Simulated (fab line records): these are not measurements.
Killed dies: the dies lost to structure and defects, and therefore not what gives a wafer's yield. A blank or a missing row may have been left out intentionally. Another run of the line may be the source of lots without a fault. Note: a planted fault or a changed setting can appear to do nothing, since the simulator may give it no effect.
fab line records	flow sky130
record: lots: 24	wafers: 72	last_day: 50
route steps=708 shown LI_CONTACT@376 METAL1@434 VIA1@474 METAL2@483
lots that met no fault: from a run of the same line without faults
start_h: hours from the record's first day to the start of the lot's first wafer shown	wait_h: time in hours since the lot's previous step	" identical to the entry in the row above	L1.1+2: a single row standing in for several wafers	- value missing, or start not given	* or withheld: withheld	< > ~ a bound
route shown NAME@n: a module of which the file shows steps, and the number in the route of the first	usual: mean/standard deviation taken from wafers without a fault	same: alike in all rows	chamber/n: place in a boat	sites: the reading at each site	_std_site: the values' standard deviation	_edge_site: mean of outer sites minus mean of inner sites	radius_mm: how far each site lies from the wafer's centre	mask NAME#n: copy n	behind: the most recent tool/chamber to have shaped the wafer	hold: cause of the lot's hold/its duration in hours/its outcome	device: the transistor (n, p or np) that didn't switch	end of line: the tests these same wafers got at the end of their route	a step with no rows: only its recipe	killed: not the wafer's yield, but the dies lost to structure and defects at the first sort	map: a wafer's dies, x killed, . not, _ none there
set.NAME: the setting that was run; set.NAME@STEP: the one run at that earlier step	model.NAME: the simulator's own value behind a step, which no gauge read
one table for each step of the route and one row for each wafer, over a sample of lots
services: when a tool's chamber went out of use (start_h, in hours from the record's first day, below 0 if earlier), for how many hours, and the reason
== steps ==
step: SKY_LI_CONTACT_ETCH_14
recipe: chemistry: N2/H2	target: BARC	ion_energy_ev: 200	source_w: 500	bias_w: 100	pressure_mtorr: 30	n2_flow_sccm: 100	h2_flow_sccm: 200	stop_on: SiO2	time_s: 45.9	target_depth_a: 600
usual: drypump_motor_current_A: 5.5/0.32	h2_flow_sccm: 200.1/0.53	oes_product_au: 0.854/0.0046	throttle_valve_pct: 13.225/0.0084
lot.wafer	tool	chamber	start_h	wait_h	drypump_motor_current_A	h2_flow_sccm	oes_product_au	rf_hours_counter_h	throttle_valve_pct
L074.1	rie_diel-02	2	663.09	0.0	5.3	200.0	0.859	10	13.227
L074.4	"	1	"	"	5.5	200.7	0.856	55	13.223
L074.5	"	3	"	"	5.9	199.4	0.856	-	13.218
L075.4	rie_diel-02	2	665.14	0.0	5.3	200.3	0.858	10	13.232
L075.5	"	3	"	"	5.9	200.5	0.856	-	13.223
L075.6	"	0	"	"	5.4	199.3	0.855	-	13.222
L076.2	rie_diel-02	1	680.47	0.0	5.5	199.8	0.847	56	13.223
L076.4	"	3	"	"	5.9	200.0	0.856	39	13.224
L076.6	"	2	"	"	5.3	199.8	0.851	-	13.223
L077.2	rie_diel-04	3	687.84	0.0	5.2	199.9	0.858	6	13.219
L077.3	"	2	"	"	5.7	199.8	0.863	1	13.217
L077.4	"	2	"	"	5.7	199.7	0.852	-	13.223
L078.1	rie_diel-04	3	694.49	0.0	5.2	200.0	0.851	6	13.219
L078.2	"	2	"	"	5.7	200.4	0.847	1	13.238
L078.6	"	3	"	"	5.2	200.0	0.847	-	13.241
L079.1	rie_diel-02	2	714.39	0.0	5.3	199.4	0.857	12	13.214
L079.3	"	1	"	"	5.5	200.1	0.847	0	13.220
L079.6	"	2	"	"	5.4	200.2	0.860	-	13.226
L080.1	rie_diel-02	3	721.68	0.0	5.9	199.8	0.863	41	13.212
L080.3	"	2	"	"	5.4	200.9	0.850	12	13.213
L080.4	"	0	"	"	5.4	199.6	0.860	18	13.226
L081.2	rie_diel-02	3	724.18	0.0	5.9	199.7	0.856	41	13.229
L081.3	"	2	"	"	5.3	199.7	0.849	12	13.225
L081.6	"	3	"	"	5.9	200.1	0.849	-	13.222
L082.1	rie_diel-03	3	737.27	0.0	4.9	199.5	0.852	14	13.221
L082.2	"	1	"	"	5.8	199.7	0.850	16	13.235
L082.3	"	2	"	"	5.4	200.0	0.859	13	13.222
L083.1	rie_diel-02	2	740.27	0.0	5.4	200.4	0.851	12	13.217
L083.3	"	0	"	"	5.4	200.1	0.850	19	13.221
L083.6	"	1	"	"	5.5	198.8	0.846	-	13.235
L084.1	rie_diel-04	2	755.18	0.0	5.8	200.7	0.853	2	13.202
L084.3	"	0	"	"	5.6	200.5	0.857	1	13.226
L084.6	"	0	"	"	5.6	200.8	0.856	-	13.221
L086.2	rie_diel-02	0	763.14	0.0	5.4	200.1	0.853	19	13.213
L086.3	"	3	"	"	5.9	200.6	0.856	42	13.220
L086.5	"	3	"	"	5.9	200.6	0.857	-	13.228
L085.1	rie_diel-04	1	766.93	0.0	4.9	200.5	0.857	9	13.228
L085.5	"	3	"	"	5.2	200.3	0.845	-	13.220
L085.6	"	0	"	"	5.6	200.5	0.854	-	13.223
L087.1	rie_diel-02	1	775.70	0.0	5.5	199.8	0.851	2	13.205
L087.4	"	0	"	"	5.4	200.5	0.855	-	13.233
L087.6	"	2	"	"	5.3	199.4	0.858	-	13.232
L088.4	rie_diel-04	0	787.97	0.0	5.6	201.1	0.856	2	13.217
L088.5	"	1	"	"	4.9	201.3	0.853	-	13.214
L088.6	"	0	"	"	5.6	199.8	0.854	-	13.218
L089.1	rie_diel-04	1	790.23	0.0	4.9	199.9	0.848	10	13.236
L089.3	"	3	"	"	5.2	200.2	0.856	8	13.235
L089.6	"	0	"	"	5.6	199.9	0.854	-	13.227
L090.1	rie_diel-03	0	796.57	0.0	6.0	200.3	0.862	7	13.226
L090.2	"	3	"	"	4.9	200.0	0.857	15	13.212
L090.5	"	0	"	"	6.0	200.1	0.851	-	13.227
L091.1	rie_diel-02	2	802.28	0.0	5.3	200.2	0.849	15	13.224
L091.3	"	3	"	"	5.9	200.0	0.852	0	13.231
L091.6	"	3	"	"	5.9	200.7	0.847	-	13.230
L092.2	rie_diel-03	0	811.43	0.0	6.0	199.7	0.854	8	13.226
L092.4	"	2	"	"	5.4	199.1	0.853	16	13.217
L092.6	"	2	"	"	5.4	199.0	0.850	-	13.216
L093.2	rie_diel-03	3	861.17	0.0	4.9	200.0	0.860	18	13.236
L093.4	"	0	"	"	6.0	201.1	0.845	9	13.220
L093.6	"	3	"	"	4.9	201.0	0.847	-	13.228
L097.1	rie_diel-02	0	861.34	0.0	5.4	200.0	0.859	22	13.243
L097.5	"	0	"	"	5.4	199.6	0.864	-	13.238
L097.6	"	1	"	"	5.5	200.4	0.849	-	13.213
L094.2	rie_diel-03	1	864.33	0.0	5.8	200.6	0.854	20	13.245
L094.3	"	3	"	"	4.9	200.2	0.854	18	13.212
L094.4	"	2	"	"	5.4	200.0	0.858	18	13.212
L096.1	rie_diel-04	3	865.99	0.0	5.2	199.2	0.856	9	13.231
L096.2	"	2	"	"	5.8	200.1	0.843	5	13.217
L096.5	"	0	"	"	5.6	198.8	0.852	-	13.208
L095.1	rie_diel-04	0	868.82	0.0	5.6	200.4	0.856	4	13.218
L095.3	"	1	"	"	4.9	199.8	0.856	11	13.229
L095.5	"	3	"	"	5.2	200.0	0.863	-	13.230
step: SKY_METAL1_SPUTTER_00
recipe: material: Ti	target_thk_nm: 15	power_w: 3000	time_s: 10	chamber_pressure_pa: 0.4
usual: throttle_valve_pct: 30.2/1.1
lot.wafer	tool	chamber	start_h	wait_h	throttle_valve_pct
L074.1	pvd_sputter-02	-	723.71	0.2	29.9
L074.4	"	-	"	"	30.0
L074.5	"	-	"	"	29.9
L075.4	pvd_sputter-02	-	726.54	0.1	31.2
L075.5	"	-	"	"	29.7
L075.6	"	-	"	"	28.0
L076.2	pvd_sputter-01	-	739.85	0.1	30.9
L076.4	"	-	"	"	31.3
L076.6	"	-	"	"	30.8
L077.2	pvd_sputter-02	-	747.18	0.1	29.8
L077.3	"	-	"	"	28.0
L077.4	"	-	"	"	29.6
L078.1	pvd_sputter-01	-	754.09	0.1	31.2
L078.2	"	-	"	"	31.0
L078.6	"	-	"	"	30.6
L079.1	pvd_sputter-03	-	773.03	0.1	30.8
L079.3	"	-	"	"	28.8
L079.6	"	-	"	"	31.3
L080.1	pvd_sputter-02	-	780.97	0.1	29.9
L080.3	"	-	"	"	29.8
L080.4	"	-	"	"	31.2
L081.2	pvd_sputter-01	-	782.36	0.1	31.1
L081.3	"	-	"	"	30.9
L081.6	"	-	"	"	31.3
L082.1	pvd_sputter-02	-	795.95	0.1	30.0
L082.2	"	-	"	"	31.0
L082.3	"	-	"	"	29.8
L083.1	pvd_sputter-01	-	798.59	0.2	29.9
L083.3	"	-	"	"	31.1
L083.6	"	-	"	"	30.0
L084.1	pvd_sputter-01	-	813.38	0.2	29.9
L084.3	"	-	"	"	30.8
L084.6	"	-	"	"	29.7
L086.2	pvd_sputter-02	-	820.59	0.1	30.0
L086.3	"	-	"	"	31.1
L086.5	"	-	"	"	30.9
L085.1	pvd_sputter-03	-	824.76	0.1	28.9
L085.5	"	-	"	"	29.5
L085.6	"	-	"	"	31.7
L087.1	pvd_sputter-02	-	833.38	0.2	31.1
L087.4	"	-	"	"	29.6
L087.6	"	-	"	"	29.9
L088.4	pvd_sputter-01	-	844.28	0.2	31.1
L088.5	"	-	"	"	30.8
L088.6	"	-	"	"	30.7
L089.1	pvd_sputter-03	-	847.07	0.2	29.7
L089.3	"	-	"	"	31.9
L089.6	"	-	"	"	29.6
L090.1	pvd_sputter-02	-	854.29	0.2	31.2
L090.2	"	-	"	"	29.7
L090.5	"	-	"	"	29.7
L091.1	pvd_sputter-03	-	860.23	0.1	32.0
L091.3	"	-	"	"	29.8
L091.6	"	-	"	"	28.8
L092.2	pvd_sputter-02	-	869.49	0.2	30.9
L092.4	"	-	"	"	29.8
L092.6	"	-	"	"	28.1
L093.2	pvd_sputter-02	-	916.82	0.2	29.6
L093.4	"	-	"	"	28.1
L093.6	"	-	"	"	31.3
L097.1	pvd_sputter-01	-	917.35	0.1	31.0
L097.5	"	-	"	"	29.8
L097.6	"	-	"	"	30.8
L094.2	pvd_sputter-01	-	919.47	0.2	31.2
L094.3	"	-	"	"	30.1
L094.4	"	-	"	"	30.8
L096.1	pvd_sputter-01	-	920.71	0.2	31.2
L096.2	"	-	"	"	30.6
L096.5	"	-	"	"	30.0
L095.1	pvd_sputter-01	-	923.00	0.2	29.9
L095.3	"	-	"	"	31.2
L095.5	"	-	"	"	30.6
step: SKY_METAL1_METAL_ETCH_19
recipe: target_depth_a: 3600	stop_on: SiO2	over_etch_frac: 0.3	time_s: 78	chemistry: Cl2/BCl3	resist_sidewall_deg: 88	pressure_mtorr: 10	icp_w: 900	bias_w: 48.5	Cl2_flow_sccm: 60	bcl3_flow_sccm: 30
usual: drypump_motor_current_A: 5.6/0.58	oes_product_au: 0.855/0.0062	throttle_valve_pct: 22.263/0.0086
lot.wafer	tool	chamber	start_h	wait_h	drypump_motor_current_A	oes_product_au	rf_hours_counter_h	throttle_valve_pct
L074.1	rie_metal-02	0	751.33	0.0	6.5	0.855	6	22.250
L074.4	"	1	"	"	5.8	0.847	-	22.268
L074.5	"	1	"	"	5.8	0.856	-	22.251
L075.4	rie_metal-04	1	754.67	0.1	5.2	0.851	-	22.263
L075.5	"	0	"	"	4.9	0.848	-	22.269
L075.6	"	1	"	"	5.2	0.857	-	22.269
L076.2	rie_metal-04	0	767.84	0.0	5.0	0.864	8	22.251
L076.4	"	0	"	"	4.9	0.851	-	22.273
L076.6	"	1	"	"	5.2	0.856	-	22.262
L077.2	rie_metal-02	0	775.67	0.0	6.5	0.846	7	22.274
L077.3	"	1	"	"	5.8	0.843	-	22.267
L077.4	"	0	"	"	6.5	0.846	-	22.259
L078.1	rie_metal-04	0	781.20	0.0	5.0	0.869	8	22.265
L078.2	"	1	"	"	5.2	0.858	10	22.258
L078.6	"	0	"	"	5.0	0.864	-	22.269
L079.1	rie_metal-03	0	800.54	0.0	5.1	0.845	0	22.273
L079.3	"	0	"	"	5.1	0.852	-	22.279
L079.6	"	0	"	"	5.1	0.849	-	22.252
L080.1	rie_metal-03	1	807.51	0.0	6.1	0.853	9	22.283
L080.3	"	1	"	"	6.1	0.852	-	22.262
L080.4	"	0	"	"	5.1	0.852	-	22.274
L081.2	rie_metal-03	0	809.64	0.0	5.1	0.860	1	22.264
L081.3	"	0	"	"	5.1	0.856	-	22.265
L081.6	"	0	"	"	5.1	0.865	-	22.258
L082.1	rie_metal-02	0	822.94	0.0	6.5	0.850	9	22.270
L082.2	"	1	"	"	5.8	0.848	10	22.256
L082.3	"	0	"	"	6.5	0.863	-	22.260
L083.1	rie_metal-02	1	825.94	0.0	5.8	0.849	10	22.264
L083.3	"	1	"	"	5.8	0.859	-	22.268
L083.6	"	0	"	"	6.5	0.852	-	22.265
L084.1	rie_metal-04	0	840.74	0.0	5.0	0.855	10	22.252
L084.3	"	0	"	"	5.0	0.852	-	22.268
L084.6	"	0	"	"	5.0	0.847	-	22.262
L086.2	rie_metal-04	1	848.29	0.0	5.2	0.845	12	22.250
L086.3	"	0	"	"	4.9	0.854	-	22.256
L086.5	"	0	"	"	5.0	0.849	-	22.274
L085.1	rie_metal-02	0	851.01	0.1	6.4	0.858	10	22.265
L085.5	"	0	"	"	6.5	0.850	-	22.247
L085.6	"	0	"	"	6.4	0.850	-	22.269
L087.1	rie_metal-04	1	860.29	0.0	5.2	0.872	12	22.248
L087.4	"	0	"	"	4.9	0.853	-	22.263
L087.6	"	1	"	"	5.2	0.859	-	22.261
L088.4	rie_metal-04	1	871.74	0.1	5.2	0.864	-	22.268
L088.5	"	0	"	"	5.0	0.850	-	22.258
L088.6	"	1	"	"	5.2	0.854	-	22.270
L089.1	rie_metal-02	0	873.56	0.0	6.5	0.856	11	22.262
L089.3	"	0	"	"	6.5	0.868	-	22.267
L089.6	"	0	"	"	6.5	0.849	-	22.269
L090.1	rie_metal-04	1	880.78	0.0	5.2	0.854	13	22.254
L090.2	"	0	"	"	4.9	0.842	12	22.261
L090.5	"	1	"	"	5.2	0.859	-	22.263
L091.1	rie_metal-03	1	885.81	0.0	6.2	0.867	12	22.261
L091.3	"	0	"	"	5.2	0.852	-	22.272
L091.6	"	0	"	"	5.1	0.856	-	22.270
L092.2	rie_metal-04	1	895.19	0.0	5.2	0.858	14	22.256
L092.4	"	0	"	"	4.9	0.851	-	22.259
L092.6	"	0	"	"	5.0	0.854	-	22.263
L093.2	rie_metal-02	0	943.15	0.1	6.5	0.848	14	22.260
L093.4	"	1	"	"	5.8	0.845	-	22.274
L093.6	"	1	"	"	5.8	0.849	-	22.263
L097.1	rie_metal-03	0	943.19	0.0	5.1	0.853	7	22.273
L097.5	"	0	"	"	5.1	0.847	-	22.256
L097.6	"	1	"	"	6.2	0.855	-	22.253
L094.2	rie_metal-04	1	945.31	0.0	5.2	0.856	16	22.262
L094.3	"	0	"	"	5.0	0.851	-	22.274
L094.4	"	1	"	"	5.2	0.856	-	22.267
L096.1	rie_metal-03	1	946.18	0.0	6.1	0.864	15	22.270
L096.2	"	0	"	"	5.1	0.855	7	22.284
L096.5	"	1	"	"	6.2	0.850	-	22.268
L095.1	rie_metal-02	1	948.43	0.0	5.8	0.848	15	22.248
L095.3	"	1	"	"	5.8	0.864	-	22.256
L095.5	"	1	"	"	5.8	0.863	-	22.262
step: SKY_VIA1_STRIP_16
recipe: chemistry: O2/N2	power_w: 1400	pressure_mtorr: 1500	platen_temp_c: withheld	o2_flow_sccm: 3000	n2_flow_sccm: 300	overash_fraction: 0.5
usual: drypump_motor_current_A: 5.8/0.43	o2_flow_sccm: 2999/9.4	oes_product_au: 0.415/0.0041	strip_time_to_endpoint_s: 4.447/0.025
lot.wafer	tool	chamber	start_h	wait_h	drypump_motor_current_A	o2_flow_sccm	oes_product_au	rf_hours_counter_h	strip_time_to_endpoint_s
L074.1	plasma_asher-02	0	779.85	0.0	6.4	3019	0.412	98	4.505
L074.4	"	0	"	"	6.4	3012	0.419	-	4.480
L074.5	"	0	"	"	6.3	3016	0.424	-	4.500
L075.4	plasma_asher-02	1	782.94	0.0	5.7	3021	0.417	-	4.474
L075.5	"	1	"	"	5.7	2997	0.413	-	4.460
L075.6	"	0	"	"	6.4	2992	0.416	-	4.442
L076.2	plasma_asher-03	1	795.58	0.0	5.7	2993	0.415	36	4.455
L076.4	"	1	"	"	5.7	2989	0.416	-	4.484
L076.6	"	0	"	"	5.1	3005	0.414	-	4.445
L077.2	plasma_asher-02	0	802.41	0.0	6.4	3001	0.407	101	4.419
L077.3	"	1	"	"	5.7	2992	0.416	-	4.483
L077.4	"	0	"	"	6.4	3008	0.419	-	4.474
L078.1	plasma_asher-03	0	809.11	0.0	5.1	3006	0.417	38	4.426
L078.2	"	1	"	"	5.7	2999	0.414	38	4.386
L078.6	"	1	"	"	5.8	3002	0.415	-	4.414
L079.1	plasma_asher-03	1	828.53	0.0	5.7	3000	0.405	40	4.417
L079.3	"	1	"	"	5.7	2985	0.421	-	4.471
L079.6	"	1	"	"	5.8	2978	0.414	-	4.455
L080.1	plasma_asher-04	1	835.76	0.0	5.8	3004	0.415	5	4.469
L080.3	"	1	"	"	5.8	2999	0.417	-	4.469
L080.4	"	0	"	"	6.0	3005	0.418	-	4.449
L081.2	plasma_asher-02	0	837.37	0.0	6.3	2994	0.414	105	4.452
L081.3	"	1	"	"	5.7	2994	0.409	-	4.435
L081.6	"	1	"	"	5.6	2982	0.413	-	4.444
L082.1	plasma_asher-03	0	851.03	0.0	5.0	3000	0.411	42	4.453
L082.2	"	1	"	"	5.7	3001	0.416	42	4.415
L082.3	"	0	"	"	5.1	2992	0.413	-	4.438
L083.1	plasma_asher-03	1	854.51	0.0	5.7	2997	0.418	42	4.473
L083.3	"	1	"	"	5.7	2994	0.409	-	4.453
L083.6	"	1	"	"	5.7	3002	0.415	-	4.465
L084.1	plasma_asher-03	1	869.26	0.0	5.8	2989	0.417	44	4.458
L084.3	"	0	"	"	5.1	3003	0.422	-	4.449
L084.6	"	1	"	"	5.8	2992	0.406	-	4.425
L086.2	plasma_asher-03	0	876.02	0.0	5.1	3002	0.414	45	4.427
L086.3	"	1	"	"	5.7	2999	0.406	-	4.398
L086.5	"	0	"	"	5.1	2991	0.411	-	4.408
L085.1	plasma_asher-02	0	878.31	0.0	6.4	3006	0.417	110	4.419
L085.5	"	1	"	"	5.7	2994	0.415	-	4.436
L085.6	"	0	"	"	6.4	3003	0.411	-	4.402
L087.1	plasma_asher-02	0	886.51	0.0	6.4	3002	0.412	111	4.432
L087.4	"	1	"	"	5.7	3013	0.404	-	4.456
L087.6	"	1	"	"	5.7	2988	0.415	-	4.425
L088.4	plasma_asher-02	1	898.04	0.1	5.7	2995	0.419	-	4.482
L088.5	"	1	"	"	5.7	2999	0.418	-	4.490
L088.6	"	0	"	"	6.3	2980	0.422	-	4.479
L089.1	plasma_asher-02	0	899.61	0.0	6.3	2992	0.410	112	4.459
L089.3	"	0	"	"	6.4	2997	0.411	-	4.438
L089.6	"	1	"	"	5.7	2979	0.416	-	4.459
L090.1	plasma_asher-04	1	908.01	0.0	5.8	2996	0.414	11	4.435
L090.2	"	0	"	"	6.0	2997	0.415	11	4.437
L090.5	"	0	"	"	6.0	3016	0.414	-	4.424
L091.1	plasma_asher-02	1	913.93	0.0	5.6	3002	0.410	114	4.462
L091.3	"	1	"	"	5.7	3013	0.422	-	4.458
L091.6	"	1	"	"	5.7	3017	0.415	-	4.448
L092.2	plasma_asher-02	1	921.82	0.0	5.7	2992	0.413	114	4.430
L092.4	"	1	"	"	5.6	2992	0.418	-	4.458
L092.6	"	1	"	"	5.7	2985	0.419	-	4.446
L093.2	plasma_asher-02	0	969.02	0.0	6.4	3004	0.414	119	4.457
L093.4	"	0	"	"	6.4	2998	0.420	-	4.441
L093.6	"	0	"	"	6.4	2995	0.416	-	4.452
L097.1	plasma_asher-02	1	969.37	0.0	5.7	3012	0.414	119	4.494
L097.5	"	0	"	"	6.3	3003	0.409	-	4.460
L097.6	"	1	"	"	5.7	3001	0.417	-	4.457
L094.2	plasma_asher-02	1	971.48	0.0	5.7	3003	0.415	119	4.433
L094.3	"	0	"	"	6.3	2995	0.410	-	4.479
L094.4	"	1	"	"	5.7	3003	0.416	-	4.438
L096.1	plasma_asher-02	0	972.13	0.0	6.4	3006	0.421	119	4.450
L096.2	"	1	"	"	5.7	2997	0.416	119	4.489
L096.5	"	1	"	"	5.7	2998	0.418	-	4.470
L095.1	plasma_asher-02	1	974.52	0.0	5.6	3000	0.413	119	4.480
L095.3	"	0	"	"	6.3	2992	0.414	-	4.436
L095.5	"	1	"	"	5.7	2999	0.406	-	4.400
step: SKY_VIA1_THK_MEAS_23
recipe: thk_meas_gauge: xrf	reads: W_of_VIA1_CVD_21
usual: VIA1_W_THK: 271/3.6
lot.wafer	tool	chamber	start_h	wait_h	VIA1_W_THK[nm]
L074.1	film_metro-02	-	780.73	0.1	274
L074.4	"	-	"	"	275
L074.5	"	-	"	"	270
L075.4	film_metro-01	-	783.81	0.1	266
L075.5	"	-	"	"	266
L075.6	"	-	"	"	270
L076.2	film_metro-02	-	796.50	0.1	276
L076.4	"	-	"	"	269
L076.6	"	-	"	"	272
L077.2	film_metro-04	-	803.37	0.1	267
L077.3	"	-	"	"	270
L077.4	"	-	"	"	266
L078.1	film_metro-02	-	810.00	0.1	265
L078.2	"	-	"	"	268
L078.6	"	-	"	"	265
L079.1	film_metro-02	-	829.46	0.1	268
L079.3	"	-	"	"	268
L079.6	"	-	"	"	269
L080.1	film_metro-04	-	836.66	0.1	271
L080.3	"	-	"	"	271
L080.4	"	-	"	"	270
L081.2	film_metro-04	-	838.40	0.1	268
L081.3	"	-	"	"	266
L081.6	"	-	"	"	267
L082.1	film_metro-01	-	851.90	0.1	274
L082.2	"	-	"	"	271
L082.3	"	-	"	"	271
L083.1	film_metro-04	-	855.46	0.1	269
L083.3	"	-	"	"	267
L083.6	"	-	"	"	271
L084.1	film_metro-02	-	870.16	0.1	268
L084.3	"	-	"	"	265
L084.6	"	-	"	"	268
L086.2	film_metro-01	-	876.90	0.1	273
L086.3	"	-	"	"	275
L086.5	"	-	"	"	278
L085.1	film_metro-04	-	879.17	0.1	264
L085.5	"	-	"	"	269
L085.6	"	-	"	"	270
L087.1	film_metro-01	-	887.38	0.1	270
L087.4	"	-	"	"	277
L087.6	"	-	"	"	273
L088.4	film_metro-02	-	898.94	0.1	266
L088.5	"	-	"	"	267
L088.6	"	-	"	"	270
L089.1	film_metro-02	-	900.50	0.1	274
L089.3	"	-	"	"	272
L089.6	"	-	"	"	268
L090.1	film_metro-02	-	908.90	0.1	270
L090.2	"	-	"	"	271
L090.5	"	-	"	"	271
L091.1	film_metro-04	-	914.80	0.1	270
L091.3	"	-	"	"	268
L091.6	"	-	"	"	271
L092.2	film_metro-02	-	922.70	0.1	267
L092.4	"	-	"	"	268
L092.6	"	-	"	"	269
L093.2	film_metro-02	-	969.91	0.1	272
L093.4	"	-	"	"	267
L093.6	"	-	"	"	272
L097.1	film_metro-01	-	970.24	0.1	277
L097.5	"	-	"	"	273
L097.6	"	-	"	"	277
L094.2	film_metro-02	-	972.36	0.1	276
L094.3	"	-	"	"	274
L094.4	"	-	"	"	279
L096.1	film_metro-01	-	973.00	0.1	277
L096.2	"	-	"	"	278
L096.5	"	-	"	"	276
L095.1	film_metro-04	-	975.39	0.1	271
L095.3	"	-	"	"	271
L095.5	"	-	"	"	274
step: SKY_METAL2_SPUTTER_00
recipe: material: Ti	target_thk_nm: 15	power_w: 3000	time_s: 10	chamber_pressure_pa: 0.4
usual: throttle_valve_pct: 30.4/1.1
lot.wafer	tool	chamber	start_h	wait_h	throttle_valve_pct
L074.1	pvd_sputter-04	-	781.27	0.1	29.5
L074.4	"	-	"	"	29.7
L074.5	"	-	"	"	30.4
L075.4	pvd_sputter-04	-	784.14	0.2	30.7
L075.5	"	-	"	"	32.4
L075.6	"	-	"	"	29.7
L076.2	pvd_sputter-01	-	796.85	0.2	30.0
L076.4	"	-	"	"	30.6
L076.6	"	-	"	"	31.1
L077.2	pvd_sputter-04	-	803.72	0.2	32.4
L077.3	"	-	"	"	29.5
L077.4	"	-	"	"	30.5
L078.1	pvd_sputter-01	-	810.36	0.1	30.9
L078.2	"	-	"	"	30.8
L078.6	"	-	"	"	31.0
L079.1	pvd_sputter-01	-	829.82	0.1	31.2
L079.3	"	-	"	"	31.0
L079.6	"	-	"	"	31.4
L080.1	pvd_sputter-02	-	837.02	0.2	31.2
L080.3	"	-	"	"	30.1
L080.4	"	-	"	"	28.2
L081.2	pvd_sputter-02	-	838.75	0.2	31.1
L081.3	"	-	"	"	30.3
L081.6	"	-	"	"	29.9
L082.1	pvd_sputter-01	-	852.26	0.2	31.1
L082.2	"	-	"	"	30.1
L082.3	"	-	"	"	31.1
L083.1	pvd_sputter-01	-	855.82	0.1	30.9
L083.3	"	-	"	"	30.9
L083.6	"	-	"	"	31.0
L084.1	pvd_sputter-02	-	870.52	0.2	29.9
L084.3	"	-	"	"	31.3
L084.6	"	-	"	"	31.3
L086.2	pvd_sputter-01	-	877.25	0.1	30.8
L086.3	"	-	"	"	29.6
L086.5	"	-	"	"	29.9
L085.1	pvd_sputter-02	-	879.53	0.1	28.3
L085.5	"	-	"	"	29.8
L085.6	"	-	"	"	28.1
L087.1	pvd_sputter-04	-	889.07	0.2	32.3
L087.4	"	-	"	"	29.9
L087.6	"	-	"	"	30.6
L088.4	pvd_sputter-04	-	899.27	0.1	29.6
L088.5	"	-	"	"	29.5
L088.6	"	-	"	"	32.5
L089.1	pvd_sputter-04	-	901.00	0.1	32.5
L089.3	"	-	"	"	29.7
L089.6	"	-	"	"	29.8
L090.1	pvd_sputter-01	-	909.42	0.1	31.0
L090.2	"	-	"	"	31.0
L090.5	"	-	"	"	29.9
L091.1	pvd_sputter-04	-	915.16	0.2	30.7
L091.3	"	-	"	"	32.7
L091.6	"	-	"	"	32.5
L092.2	pvd_sputter-04	-	923.30	0.1	30.5
L092.4	"	-	"	"	29.5
L092.6	"	-	"	"	32.3
L093.2	pvd_sputter-04	-	970.26	0.1	29.6
L093.4	"	-	"	"	32.4
L093.6	"	-	"	"	29.6
L097.1	pvd_sputter-02	-	970.60	0.2	29.7
L097.5	"	-	"	"	28.2
L097.6	"	-	"	"	31.2
L094.2	pvd_sputter-01	-	972.71	0.2	31.3
L094.3	"	-	"	"	29.9
L094.4	"	-	"	"	31.1
L096.1	pvd_sputter-02	-	973.43	0.1	28.1
L096.2	"	-	"	"	30.0
L096.5	"	-	"	"	28.2
L095.1	pvd_sputter-04	-	975.75	0.2	29.6
L095.3	"	-	"	"	29.6
L095.5	"	-	"	"	29.8
== services ==
tool	chamber	start_h	hours	kind
rie_diel-02	0	640.29	13.0	repair
rie_diel-04	-	669.67	2.8	pm
plasma_asher-02	-	671.01	5.6	repair
pvd_sputter-04	-	689.11	0.8	repair
pvd_sputter-04	-	715.19	2.5	repair
rie_diel-02	3	730.41	7.5	repair
rie_metal-04	-	731.51	1.1	repair
pvd_sputter-02	-	807.03	6.9	repair
rie_metal-04	1	827.84	1.5	repair
rie_metal-02	1	834.38	17.2	repair
pvd_sputter-04	-	847.50	3.9	repair
pvd_sputter-04	-	849.71	3.3	repair
pvd_sputter-04	-	869.93	10.5	repair
rie_metal-04	-	891.06	0.9	repair
rie_diel-02	3	913.51	4.2	repair
pvd_sputter-02	-	917.59	2.4	repair
pvd_sputter-04	-	929.95	3.3	repair
plasma_asher-02	-	931.70	6.1	repair
pvd_sputter-01	-	932.81	21.8	repair
rie_diel-02	-	935.11	4.5	repair
plasma_asher-02	-	935.13	2.8	repair
rie_metal-04	1	937.84	4.0	repair
pvd_sputter-01	-	939.83	9.2	repair
rie_metal-04	-	943.20	1.4	pm
== key ==
fault none
